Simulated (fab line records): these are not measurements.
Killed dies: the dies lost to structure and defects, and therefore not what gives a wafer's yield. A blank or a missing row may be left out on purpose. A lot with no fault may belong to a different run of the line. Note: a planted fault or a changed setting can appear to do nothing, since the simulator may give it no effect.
fab line records	flow sky130
record: lots: 6	wafers: 18	lastDay: 50
route steps=708 shown FIELD_ISO@29 NWELL@32 DNWELL@35 PWDE@45 PAD_OPEN@708
lots untouched by any fault: they come from a run of this same line in which no faults occurred
startH: start of the lot's first displayed wafer, in hours after the record's first day	waitH: hours since the lot's step before	" same as the row above	L1.1+2: one row covering several wafers at once	- no value, or no start was given	* or withheld: withheld	< > ~ a bound
route shown NAME@n: names a module that has steps shown in the file, with the first one's number in the route	usual: the fault-free wafers' mean and standard deviation	same: alike in all rows	chamber/n: place in a boat	sites: per-site readings	_std_site: the standard deviation of these	_edge_site: the outer-site mean with the inner-site mean subtracted	radiusMm: how far each site lies from the wafer's centre	mask NAME#n: copy n	behind: the tool/chamber that last shaped the wafer	hold: what put the lot on hold/how long, in hours/how the hold closed	device: transistor that didn't switch, given as n, p or np	end of line: the same wafers' tests at the end of the route	a step without rows: its recipe alone	killed: count of dies lost to structure and defects at first sort (not the wafer's yield)	map: shows each die of a wafer: x if killed, . if not, _ if none is there
set.NAME: the setting that was run; set.NAME@STEP: the one run at that earlier step	model.NAME: the simulator's own value behind a step, which no gauge read
certain route steps with their lots: each step a table, each wafer a row
services: the hour from which a tool's chamber was out of use, counted from the record's first day as startH (under 0 if before that day), plus the number of hours and why
== steps ==
step: SKY_FIELD_ISO_WET_ETCH_28
recipe: chemistry: dHF	targetDepthNm: 23.7	target: SiO2	dilution: 10:1	tempC: 25	timeS: 47
step: SKY_FIELD_ISO_WET_ETCH_29
recipe: chemistry: H3PO4	targetDepthNm: 160	target: Si3N4	tempC: 160	timeS: 1825
step: SKY_FIELD_ISO_WET_ETCH_30
recipe: chemistry: dHF	targetDepthNm: 25	target: SiO2	dilution: 10:1	tempC: 25	timeS: 50
step: SKY_NWELL_CLEAN_00
recipe: chemistry: SC1/SC2	mix: 1:4:20	tempC: 70	timeS: 150	dry: n2Spin
step: SKY_NWELL_OXIDATION_01
recipe: tempC: 900	ambient: O2	stabiliseS: 600	purgeS: 300	targetThkA: 100	oxTimeS: 1418
step: SKY_NWELL_THK_MEAS_02
recipe: reads: SiO2_of_NWELL_OXIDATION_01
usual: NWELL_OXIDATION_THK: 10.09/0.2
lot.wafer	tool	chamber	startH	waitH	NWELL_OXIDATION_THK[nm]
L236.2	filmMetro-01	-	44.57	0.0	9.92
L236.4	"	-	"	"	9.87
L236.6	"	-	"	"	9.98
L237.2	filmMetro-03	-	51.23	0.0	10.20
L237.3	"	-	"	"	10.18
L237.4	"	-	"	"	10.38
L244.2	filmMetro-03	-	84.09	0.0	10.24
L244.3	"	-	"	"	10.20
L244.4	"	-	"	"	10.03
L245.2	filmMetro-03	-	90.94	0.0	9.83
L245.5	"	-	"	"	9.84
L245.6	"	-	"	"	9.64
L248.1	filmMetro-04	-	105.13	0.0	9.71
L248.2	"	-	"	"	9.53
L248.5	"	-	"	"	9.83
L255.2	filmMetro-01	-	141.54	0.0	10.01
L255.3	"	-	"	"	9.64
L255.4	"	-	"	"	10.17
step: SKY_DNWELL_DEHYDRATE_00
recipe: tempC: 200	timeS: 60
step: SKY_DNWELL_HMDS_01
recipe: primeTimeS: 60	primeTempC: 120
step: SKY_DNWELL_COAT_02
recipe: spinRpm: 2000	resistThkNm: 3000
step: SKY_DNWELL_SOFTBAKE_03
recipe: tempC: 110	timeS: withheld
step: SKY_DNWELL_EXPOSE_04
recipe: maskId: DNM	na: 0.57	targetCdNm: 3000	doseMj: 222
step: SKY_DNWELL_PEB_05
recipe: tempC: 115	timeS: withheld
step: SKY_DNWELL_DEVELOP_06
recipe: wallAngleDeg: 90	developer: TMAH	developTimeS: 60	devTempC: 23
usual: chillPlateTempC: 22.98/0.11
lot.wafer	tool	chamber	startH	waitH	chillPlateTempC
L236.2	lithoTrack-03	0	60	-	23.00
L236.4	"	0	"	"	22.99
L236.6	"	0	"	"	23.03
L237.2	lithoTrack-03	0	67	-	23.03
L237.3	"	0	"	"	22.91
L237.4	"	0	"	"	23.07
L244.2	lithoTrack-03	0	102	-	23.13
L244.3	"	0	"	"	22.85
L244.4	"	0	"	"	22.98
L245.2	lithoTrack-03	0	108	-	23.07
L245.5	"	0	"	"	23.02
L245.6	"	0	"	"	23.12
L248.1	lithoTrack-01	0	123	-	22.98
L248.2	"	0	"	"	22.92
L248.5	"	0	"	"	22.84
L255.2	lithoTrack-01	0	162	-	23.12
L255.3	"	0	"	"	23.12
L255.4	"	0	"	"	23.14
step: SKY_DNWELL_IMPLANT_07
recipe: species: P	energyKev: withheld	doseCm2: withheld	tiltDeg: withheld
step: SKY_DNWELL_STRIP_08
recipe: chemistry: O2/N2	powerW: 1400	pressureMtorr: 1500	platenTempC: withheld	o2FlowSccm: 3000	n2FlowSccm: 300	overashFraction: 0.5
usual: drypumpMotorCurrentA: 5.7/0.43	oesProductAu: 0.723/0.0048	stripTimeToEndpointS: 36.97/0.11
lot.wafer	tool	chamber	startH	waitH	drypumpMotorCurrentA	oesProductAu	rfHoursCounterH	stripTimeToEndpointS
L236.2	plasmaAsher-01	1	60.35	0.1	5.5	0.724	38	36.86
L236.4	"	0	"	"	5.5	0.725	-	36.84
L236.6	"	0	"	"	5.5	0.730	-	36.74
L237.2	plasmaAsher-01	1	67.50	0.1	5.4	0.723	39	36.91
L237.3	"	1	"	"	5.5	0.721	-	36.85
L237.4	"	0	"	"	5.5	0.717	-	36.96
L244.2	plasmaAsher-02	0	102.45	0.1	6.3	0.720	41	37.00
L244.3	"	1	"	"	6.4	0.732	-	37.08
L244.4	"	0	"	"	6.3	0.722	-	37.05
L245.2	plasmaAsher-02	0	108.90	0.1	6.3	0.714	41	36.97
L245.5	"	0	"	"	6.3	0.720	-	37.01
L245.6	"	1	"	"	6.5	0.722	-	36.89
L248.1	plasmaAsher-02	0	123.45	0.1	6.3	0.718	43	36.87
L248.2	"	1	"	"	6.5	0.717	43	36.92
L248.5	"	0	"	"	6.3	0.723	-	36.84
L255.2	plasmaAsher-01	0	162.35	0.1	5.5	0.723	4	36.88
L255.3	"	1	"	"	5.4	0.715	-	36.87
L255.4	"	0	"	"	5.5	0.725	-	37.05
step: SKY_DNWELL_TW_MEAS_09
usual: DNWELL_TW: 1118/8.9
lot.wafer	tool	chamber	startH	waitH	DNWELL_TW
L236.2	filmMetro-01	-	60.46	0.1	1117
L236.4	"	-	"	"	1128
L236.6	"	-	"	"	1124
L237.2	filmMetro-04	-	67.61	0.1	1108
L237.3	"	-	"	"	1110
L237.4	"	-	"	"	1113
L244.2	filmMetro-03	-	102.59	0.1	1111
L244.3	"	-	"	"	1108
L244.4	"	-	"	"	1106
L245.2	filmMetro-01	-	109.01	0.1	1129
L245.5	"	-	"	"	1130
L245.6	"	-	"	"	1131
L248.1	filmMetro-01	-	123.55	0.1	1138
L248.2	"	-	"	"	1135
L248.5	"	-	"	"	1135
L255.2	filmMetro-03	-	162.46	0.1	1106
L255.3	"	-	"	"	1111
L255.4	"	-	"	"	1110
step: SKY_PWDE_DEHYDRATE_00
recipe: tempC: 200	timeS: 60
step: SKY_PWDE_HMDS_01
recipe: primeTimeS: 60	primeTempC: 120
step: SKY_PWDE_COAT_02
recipe: spinRpm: 2000	resistThkNm: 3000
step: SKY_PWDE_SOFTBAKE_03
recipe: tempC: 110	timeS: withheld
step: SKY_PWDE_EXPOSE_04
recipe: maskId: PWDEM	na: 0.6	sourceShape: conventional	sigmaOuter: 0.6	polarization: unpolarized	targetCdNm: 840	doseMj: 214
step: SKY_PWDE_PEB_05
recipe: tempC: 115	timeS: withheld
step: SKY_PWDE_DEVELOP_06
recipe: wallAngleDeg: 90	developer: TMAH	developTimeS: 60	devTempC: 23
step: SKY_PWDE_OVL_MEAS_07
usual: PWDE_OVL: 0.3/1.1
lot.wafer	tool	chamber	startH	waitH	PWDE_OVL[nm]
L236.2	overlay-01	-	77.05	-	0.1
L236.4	"	-	"	"	0.5
L236.6	"	-	"	"	2.3
L237.2	overlay-01	-	84.85	-	-0.3
L237.3	"	-	"	"	0.0
L237.4	"	-	"	"	0.8
L244.2	overlay-02	-	120.46	-	0.9
L244.3	"	-	"	"	0.8
L244.4	"	-	"	"	2.1
L245.2	overlay-02	-	128.30	-	0.6
L245.5	"	-	"	"	1.3
L245.6	"	-	"	"	0.5
L248.1	overlay-02	-	143.19	-	1.7
L248.2	"	-	"	"	1.1
L248.5	"	-	"	"	1.8
L255.2	overlay-01	-	183.40	-	1.4
L255.3	"	-	"	"	0.3
L255.4	"	-	"	"	0.2
step: SKY_PWDE_IMPLANT_08
recipe: species: B	energyKev: 150	doseCm2: 3.6e+12	tiltDeg: withheld
step: SKY_PWDE_STRIP_09
recipe: chemistry: O2/N2	powerW: 1400	pressureMtorr: 1500	platenTempC: withheld	o2FlowSccm: 3000	n2FlowSccm: 300	overashFraction: 0.5
usual: drypumpMotorCurrentA: 5.8/0.49	oesProductAu: 0.723/0.0046	stripTimeToEndpointS: 36.92/0.082
lot.wafer	tool	chamber	startH	waitH	drypumpMotorCurrentA	oesProductAu	rfHoursCounterH	stripTimeToEndpointS
L236.2	plasmaAsher-04	1	77.23	0.1	5.7	0.722	27	36.92
L236.4	"	0	"	"	5.1	0.721	-	36.88
L236.6	"	0	"	"	5.1	0.729	-	36.83
L237.2	plasmaAsher-04	0	85.03	0.1	5.1	0.721	28	36.94
L237.3	"	0	"	"	5.2	0.727	-	36.85
L237.4	"	1	"	"	5.7	0.724	-	36.98
L244.2	plasmaAsher-03	1	120.64	0.1	5.7	0.725	41	36.80
L244.3	"	1	"	"	5.7	0.726	-	36.79
L244.4	"	0	"	"	5.3	0.722	-	36.65
L245.2	plasmaAsher-03	1	128.48	0.1	5.7	0.715	42	36.83
L245.5	"	0	"	"	5.3	0.720	-	36.82
L245.6	"	1	"	"	5.7	0.730	-	36.85
L248.1	plasmaAsher-03	0	143.38	0.1	5.3	0.728	43	36.93
L248.2	"	1	"	"	5.7	0.721	43	36.99
L248.5	"	1	"	"	5.7	0.725	-	37.02
L255.2	plasmaAsher-04	1	183.58	0.1	5.7	0.716	37	36.74
L255.3	"	1	"	"	5.7	0.729	-	36.91
L255.4	"	0	"	"	5.1	0.718	-	36.95
step: SKY_PWDE_TW_MEAS_10
usual: PWDE_TW: 375.4/2.6
lot.wafer	tool	chamber	startH	waitH	PWDE_TW
L236.2	filmMetro-01	-	77.34	0.1	379.4
L236.4	"	-	"	"	379.9
L236.6	"	-	"	"	381.6
L237.2	filmMetro-01	-	85.14	0.1	381.0
L237.3	"	-	"	"	377.9
L237.4	"	-	"	"	379.1
L244.2	filmMetro-03	-	120.75	0.1	372.5
L244.3	"	-	"	"	373.0
L244.4	"	-	"	"	373.4
L245.2	filmMetro-03	-	128.59	0.1	371.7
L245.5	"	-	"	"	371.1
L245.6	"	-	"	"	371.3
L248.1	filmMetro-04	-	143.48	0.1	376.3
L248.2	"	-	"	"	375.3
L248.5	"	-	"	"	374.4
L255.2	filmMetro-03	-	183.69	0.1	374.6
L255.3	"	-	"	"	376.8
L255.4	"	-	"	"	376.8
step: SKY_NWELL_DEHYDRATE_03
recipe: tempC: 200	timeS: 60
step: SKY_NWELL_HMDS_04
recipe: primeTimeS: 60	primeTempC: 120
step: SKY_NWELL_COAT_05
recipe: spinRpm: 2000	resistThkNm: 3000
step: SKY_NWELL_SOFTBAKE_06
recipe: tempC: 110	timeS: withheld
step: SKY_NWELL_EXPOSE_07
recipe: maskId: NWM	na: 0.6	sourceShape: conventional	sigmaOuter: 0.6	polarization: unpolarized	targetCdNm: 840	doseMj: 255
step: SKY_NWELL_PEB_08
recipe: tempC: 115	timeS: withheld
step: SKY_NWELL_DEVELOP_09
recipe: wallAngleDeg: 90	developer: TMAH	developTimeS: 60	devTempC: 23
step: SKY_NWELL_OVL_MEAS_10
usual: NWELL_00_OVL: -0.7/1
lot.wafer	tool	chamber	startH	waitH	NWELL_00_OVL[nm]
L236.2	overlay-01	-	94.85	-	-1.2
L236.4	"	-	"	"	-1.7
L236.6	"	-	"	"	-1.0
L237.2	overlay-01	-	102.95	-	-1.6
L237.3	"	-	"	"	-1.1
L237.4	"	-	"	"	0.2
L244.2	overlay-02	-	140.35	-	-3.4
L244.3	"	-	"	"	-2.7
L244.4	"	-	"	"	-1.8
L245.2	overlay-01	-	147.60	-	1.3
L245.5	"	-	"	"	0.1
L245.6	"	-	"	"	-0.6
L248.1	overlay-02	-	164.59	-	-0.1
L248.2	"	-	"	"	-0.5
L248.5	"	-	"	"	0.4
L255.2	overlay-02	-	205.41	-	-0.9
L255.3	"	-	"	"	-0.1
L255.4	"	-	"	"	-0.8
step: SKY_NWELL_IMPLANT_11
recipe: species: P	energyKev: 400	doseCm2: 1.9e+13	tiltDeg: withheld
step: SKY_NWELL_IMPLANT_12
recipe: species: P	energyKev: 120	doseCm2: 1.3e+12	tiltDeg: withheld
step: SKY_NWELL_IMPLANT_13
recipe: species: P	energyKev: 50	doseCm2: 7e+11	tiltDeg: withheld
step: SKY_NWELL_STRIP_14
recipe: chemistry: O2/N2	powerW: 1400	pressureMtorr: 1500	platenTempC: withheld	o2FlowSccm: 3000	n2FlowSccm: 300	overashFraction: 0.5
usual: drypumpMotorCurrentA: 5.8/0.45	oesProductAu: 0.723/0.0047	stripTimeToEndpointS: 36.97/0.093
lot.wafer	tool	chamber	startH	waitH	drypumpMotorCurrentA	oesProductAu	rfHoursCounterH	stripTimeToEndpointS
L236.2	plasmaAsher-03	1	95.33	0.1	5.7	0.723	38	37.06
L236.4	"	1	"	"	5.7	0.726	-	37.07
L236.6	"	1	"	"	5.7	0.720	-	36.95
L237.2	plasmaAsher-02	1	103.43	0.1	6.5	0.718	41	36.96
L237.3	"	1	"	"	6.5	0.719	-	37.00
L237.4	"	0	"	"	6.3	0.723	-	37.01
L244.2	plasmaAsher-02	0	140.83	0.1	6.3	0.721	45	37.12
L244.3	"	0	"	"	6.3	0.724	-	37.22
L244.4	"	1	"	"	6.5	0.724	-	37.13
L245.2	plasmaAsher-03	1	148.08	0.1	5.7	0.722	44	37.05
L245.5	"	0	"	"	5.3	0.719	-	37.01
L245.6	"	1	"	"	5.7	0.719	-	36.97
L248.1	plasmaAsher-01	1	165.08	0.1	5.5	0.724	4	37.01
L248.2	"	0	"	"	5.5	0.719	4	37.06
L248.5	"	1	"	"	5.5	0.723	-	37.04
L255.2	plasmaAsher-01	0	205.89	0.1	5.5	0.730	9	36.97
L255.3	"	1	"	"	5.4	0.715	-	36.90
L255.4	"	0	"	"	5.5	0.721	-	36.96
step: SKY_NWELL_TW_MEAS_15
usual: NWELL_TW: 1829/13
lot.wafer	tool	chamber	startH	waitH	NWELL_TW
L236.2	filmMetro-01	-	95.44	0.1	1848
L236.4	"	-	"	"	1833
L236.6	"	-	"	"	1841
L237.2	filmMetro-04	-	103.54	0.1	1818
L237.3	"	-	"	"	1829
L237.4	"	-	"	"	1818
L244.2	filmMetro-04	-	140.94	0.1	1833
L244.3	"	-	"	"	1817
L244.4	"	-	"	"	1818
L245.2	filmMetro-04	-	148.19	0.1	1821
L245.5	"	-	"	"	1829
L245.6	"	-	"	"	1815
L248.1	filmMetro-03	-	165.18	0.1	1813
L248.2	"	-	"	"	1807
L248.5	"	-	"	"	1819
L255.2	filmMetro-01	-	206.00	0.1	1841
L255.3	"	-	"	"	1824
L255.4	"	-	"	"	1829
step: SKY_NWELL_DEHYDRATE_16
recipe: tempC: 200	timeS: 60
step: SKY_NWELL_HMDS_17
recipe: primeTimeS: 60	primeTempC: 120
step: SKY_PAD_OPEN_PROBE_99
usual: killed_at_M0_to_M3: 45/6.9	killed_at_M4_up: 3.1/1.7	killedAtContacts: 24/5.7	killedAtFrontEnd: 15/4.6	killedAtOther: 0.3/0.57	killedDies: 87/10	killedOnRim: 17/3.9	killedOpen: 48/7.4	killedShort: 39/6.7
same: grossDies: 492	killedAtBackSide: 0
lot.wafer	tool	chamber	startH	waitH	killed_at_M0_to_M3	killed_at_M4_up	killedAtContacts	killedAtFrontEnd	killedAtOther	killedDies	killedOnRim	killedOpen	killedShort
L236.2	prober-01	-	1088.63	0.1	55	5	29	11	0	100	22	55	45
L236.4	prober-01	-	1088.73	0.2	52	3	35	18	0	108	17	54	54
L236.6	prober-01	-	1088.83	0.2	62	3	34	23	0	122	27	65	57
L237.2	prober-02	-	1100.46	0.1	53	5	25	17	0	100	18	49	51
L237.3	prober-02	-	1100.51	0.2	39	5	22	13	1	80	16	41	39
L237.4	prober-02	-	1100.56	0.2	54	6	16	10	0	86	10	44	42
L244.2	prober-02	-	1139.90	0.1	31	2	17	442	0	492	96	40	28
L244.3	prober-02	-	1139.95	0.2	45	3	28	15	0	91	16	55	36
L244.4	prober-02	-	1140.00	0.2	38	3	23	427	1	492	96	43	32
L245.2	prober-01	-	1144.97	0.1	42	0	23	427	0	492	96	39	34
L245.5	prober-01	-	1145.12	0.2	43	2	25	12	0	82	12	45	37
L245.6	prober-01	-	1145.17	0.2	39	5	23	17	0	84	23	49	35
L248.2	prober-01	-	1155.70	0.1	47	2	18	12	1	80	18	35	45
L248.5	prober-01	-	1155.85	0.2	43	4	25	16	1	89	19	45	44
killed by level:class
L236.2 VIA1:geometricParticle:open=9 CONTACT:geometricParticle:open=8 LI_CONTACT:geometricParticle:open=8 METAL1:geometricParticle:short=8 VIA2:geometricParticle:open=8 LOCAL_INTERCONNECT:geometricParticle:short=7 METAL2:geometricParticle:open=6 VIA3:geometricParticle:open=6
L236.4 CONTACT:geometricParticle:open=13 VIA1:geometricParticle:open=10 LI_CONTACT:geometricParticle:open=9 VIA3:geometricParticle:open=9 VIA2:geometricParticle:short=7 CONTACT:geometricParticle:short=7 METAL1:geometricParticle:short=7 VIA1:geometricParticle:short=6
L236.6 VIA3:geometricParticle:open=12 VIA1:geometricParticle:open=12 VIA2:geometricParticle:open=10 METAL1:geometricParticle:short=10 FIELD_ISO:geometricParticle:open=9 CONTACT:geometricParticle:open=9 CONTACT:geometricParticle:short=9 LI_CONTACT:geometricParticle:open=6
L237.2 VIA1:geometricParticle:open=12 CONTACT:geometricParticle:short=11 METAL1:geometricParticle:short=8 CONTACT:geometricParticle:open=6 VIA2:geometricParticle:open=6 VIA1:geometricParticle:short=5 VIA3:geometricParticle:short=5 FIELD_ISO:geometricParticle:open=4
L237.3 CONTACT:geometricParticle:open=10 VIA3:geometricParticle:open=8 LI_CONTACT:geometricParticle:open=6 METAL1:geometricParticle:short=6 VIA1:geometricParticle:short=6 FIELD_ISO:geometricParticle:short=5 METAL4:geometricParticle:short=5 VIA2:geometricParticle:open=4
L237.4 METAL2:geometricParticle:short=11 VIA1:geometricParticle:short=9 VIA1:geometricParticle:open=9 CONTACT:geometricParticle:open=8 VIA3:geometricParticle:open=7 METAL1:geometricParticle:short=5 LI_CONTACT:geometricParticle:open=5 VIA3:geometricParticle:short=4
L244.2 DNWELL:areaDevelop=424 VIA1:geometricParticle:open=8 CONTACT:geometricParticle:open=7 FIELD_ISO:geometricParticle:open=6 VIA3:geometricParticle:open=6 FIELD_ISO:geometricParticle:short=5 POLY_GATE:geometricParticle:short=5 METAL1:geometricParticle:short=5
L244.3 LI_CONTACT:geometricParticle:open=11 CONTACT:geometricParticle:open=10 METAL1:geometricParticle:short=9 VIA1:geometricParticle:open=9 POLY_GATE:geometricParticle:open=4 VIA3:geometricParticle:open=4 VIA1:geometricParticle:short=4 VIA2:geometricParticle:open=4
L244.4 DNWELL:areaDevelop=417 CONTACT:geometricParticle:open=14 METAL1:geometricParticle:short=7 VIA2:geometricParticle:open=6 VIA1:geometricParticle:open=5 VIA3:geometricParticle:open=4 FIELD_ISO:geometricParticle:open=3 POLY_GATE:geometricParticle:short=3
L245.2 DNWELL:areaDevelop=419 METAL2:geometricParticle:short=12 VIA1:geometricParticle:open=11 CONTACT:geometricParticle:open=10 LI_CONTACT:geometricParticle:open=5 VIA3:geometricParticle:open=5 LOCAL_INTERCONNECT:geometricParticle:short=4 FIELD_ISO:geometricParticle:open=3
L245.5 CONTACT:geometricParticle:open=13 VIA1:geometricParticle:open=7 METAL2:geometricParticle:short=7 LI_CONTACT:geometricParticle:open=5 LOCAL_INTERCONNECT:geometricParticle:short=5 VIA1:geometricParticle:short=5 METAL3:geometricParticle:short=5 METAL1:geometricParticle:short=4
L245.6 VIA1:geometricParticle:open=12 CONTACT:geometricParticle:open=10 LI_CONTACT:geometricParticle:open=6 SPACER:geometricParticle:short=5 VIA1:geometricParticle:short=5 VIA3:geometricParticle:open=5 METAL4:geometricParticle:short=5 VIA2:geometricParticle:open=4
L248.2 CONTACT:geometricParticle:open=7 VIA1:geometricParticle:open=7 METAL2:geometricParticle:short=7 VIA2:geometricParticle:open=7 CONTACT:geometricParticle:short=5 FIELD_ISO:geometricParticle:short=4 METAL1:geometricParticle:short=4 VIA1:geometricParticle:short=4
L248.5 VIA1:geometricParticle:open=12 CONTACT:geometricParticle:open=8 VIA2:geometricParticle:open=6 METAL2:geometricParticle:short=6 FIELD_ISO:geometricParticle:short=5 LOCAL_INTERCONNECT:geometricParticle:short=5 CONTACT:geometricParticle:short=5 VIA3:geometricParticle:open=5
map L244.2 (x killed, . not)
__________xxxxxxxxxx_________
________xxxxxxxxxxxxxx_______
______xxxxxxxxxxxxxxxxxx_____
_____xxxxxxxxxxxxxxxxxxxx____
____xxxxxxxxxxxxxxxxxxxxxx___
___xxxxxxxxxxxxxxxxxxxxxxxx__
__xxxxxxxxxxxxxxxxxxxxxxxxxx_
_xxxxxxxxxxxxxxxxxxxxxxxxxxxx
_xxxxxxxxxxxxxxxxxxxxxxxxxxxx
_xxxxxxxxxxxxxxxxxxxxxxxxxxxx
_xxxxxxxxxxxxxxxxxxxxxxxxxxxx
_xxxxxxxxxxxxxxxxxxxxxxxxxxxx
_xxxxxxxxxxxxxxxxxxxxxxxxxxxx
_xxxxxxxxxxxxxxxxxxxxxxxxxxxx
_xxxxxxxxxxxxxxxxxxxxxxxxxxxx
__xxxxxxxxxxxxxxxxxxxxxxxxxx_
___xxxxxxxxxxxxxxxxxxxxxxxx__
____xxxxxxxxxxxxxxxxxxxxxx___
_____xxxxxxxxxxxxxxxxxxxx____
______xxxxxxxxxxxxxxxxxx_____
________xxxxxxxxxxxxxx_______
__________xxxxxxxxxx_________
map L245.2 (x killed, . not)
__________xxxxxxxxxx_________
________xxxxxxxxxxxxxx_______
______xxxxxxxxxxxxxxxxxx_____
_____xxxxxxxxxxxxxxxxxxxx____
____xxxxxxxxxxxxxxxxxxxxxx___
___xxxxxxxxxxxxxxxxxxxxxxxx__
__xxxxxxxxxxxxxxxxxxxxxxxxxx_
_xxxxxxxxxxxxxxxxxxxxxxxxxxxx
_xxxxxxxxxxxxxxxxxxxxxxxxxxxx
_xxxxxxxxxxxxxxxxxxxxxxxxxxxx
_xxxxxxxxxxxxxxxxxxxxxxxxxxxx
_xxxxxxxxxxxxxxxxxxxxxxxxxxxx
_xxxxxxxxxxxxxxxxxxxxxxxxxxxx
_xxxxxxxxxxxxxxxxxxxxxxxxxxxx
_xxxxxxxxxxxxxxxxxxxxxxxxxxxx
__xxxxxxxxxxxxxxxxxxxxxxxxxx_
___xxxxxxxxxxxxxxxxxxxxxxxx__
____xxxxxxxxxxxxxxxxxxxxxx___
_____xxxxxxxxxxxxxxxxxxxx____
______xxxxxxxxxxxxxxxxxx_____
________xxxxxxxxxxxxxx_______
__________xxxxxxxxxx_________
== services ==
tool	chamber	startH	hours	kind
plasmaAsher-01	-	44.87	1.0	repair
plasmaAsher-02	-	81.40	15.6	pm
plasmaAsher-01	-	108.75	9.0	pm
plasmaAsher-01	0	108.75	9.0	ventCycle
plasmaAsher-01	1	108.75	9.0	ventCycle
plasmaAsher-01	0	117.75	-	clean
plasmaAsher-01	1	117.75	-	clean
plasmaAsher-01	-	119.02	2.1	repair
plasmaAsher-04	-	119.09	2.5	repair
plasmaAsher-04	-	158.07	13.2	repair
plasmaAsher-01	-	158.55	2.8	pm
plasmaAsher-02	-	176.10	2.6	repair
plasmaAsher-03	-	183.84	3.5	repair
plasmaAsher-03	-	187.78	1.6	repair
== key ==
firstSign: step: SKY_PAD_OPEN_PROBE_99	reading: killedAtFrontEnd	direction: up	sigmas: 90	usual: 15	struck: 432
effect: step: SKY_PAD_OPEN_PROBE_99	reading: killedDies	direction: up	sigmas: 40	usual: 87	struck: 492
moreKillsBornAt: SKY_DNWELL_DEVELOP_06@lithoTrack-03: 1260
metAt SKY_DNWELL_DEVELOP_06
struckWafers L244.2,L244.4,L245.2
testerLeftOut L244,L245
onsetBetween 67 102
fault: kind: processParameterDrift	tool: lithoTrack-03	chamber: -	onsetH: 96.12	steps: SKY_DNWELL_DEVELOP_06	channel: developTimeS	offset: *	shape: step	endH: 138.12	scope: struckWafersOnly	actsIn: *	stated: *
testerLeftOut: of these lots the tester's yield and bins aren't shown, on N5 and GAA mostly nor the transistor test; their killed dies are dies lost to structure and defects alone, not to doping, threshold or leakage, so they don't give the yield
